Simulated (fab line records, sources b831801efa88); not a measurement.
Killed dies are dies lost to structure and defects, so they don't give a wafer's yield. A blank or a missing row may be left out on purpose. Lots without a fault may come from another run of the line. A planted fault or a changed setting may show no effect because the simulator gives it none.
Which tool did it? | flow sky130 | 7 lots, 21 wafers sampled, at 2 steps of a route of 708

WHAT THE GAUGES READ, wafer by wafer
SKY_POLY_CUT_OVL_MEAS_09.
lot  | measured     | on         | POLY_CUT_OVL (nm)
L315 | day 25 07:38 | overlay-02 | -6 -8 -1
L323 | day 28 13:20 | overlay-02 | -10 -7 -3
L328 | day 30 20:44 | overlay-02 | -5 -13 -7
L330 | day 31 14:13 | overlay-01 | -5 5 5
L332 | day 32 00:51 | overlay-02 | -3 2 -1
L335 | day 32 10:07 | overlay-01 | -5 -3 -10
L336 | day 32 16:07 | overlay-02 | 0 -6 -2

WHICH TOOL RAN EACH LOT (tool, then ch and the chambers of the sampled wafers, then the start)
lot  | SKY_POLY_GATE_ETCH_16
L315 | rie_diel-04 ch 1,2,3, day 17 12:01
L323 | rie_diel-03 ch 1,3, day 20 11:19
L328 | rie_diel-02 ch 1,2,3, day 23 07:41
L330 | rie_diel-03 ch 1,3, day 24 01:26
L332 | rie_diel-02 ch 0,1,2, day 24 14:02
L335 | rie_diel-03 ch 2,3, day 24 21:56
L336 | rie_diel-03 ch 1,3, day 25 06:50
- SKY_POLY_GATE_ETCH_16: etches Si3N4 in CH3F/O2, stops on poly-Si, time 147.5 s, target depth 75 nm.

THE ANSWER, worked out from the rows above alone
Rule: what is usual is taken from the lots themselves. Put in order of their means at a reading, lots are off if they are a third of the lots or fewer, leave a main group of 4 or more, and stand apart from it by a gap of 3 or more times the standard deviation of the main group's means; of several such gaps the widest counts. A main group whose means are all the same, to the digits that the tables above print for the reading, isn't used. A lot without any number at a reading at which 4 lots or more have one is off too. The other lots that the step has rows for count as sound.
No lot is off at any reading shown: from this, nothing can be told.

WHAT THE SIMULATOR HAD PUT IN
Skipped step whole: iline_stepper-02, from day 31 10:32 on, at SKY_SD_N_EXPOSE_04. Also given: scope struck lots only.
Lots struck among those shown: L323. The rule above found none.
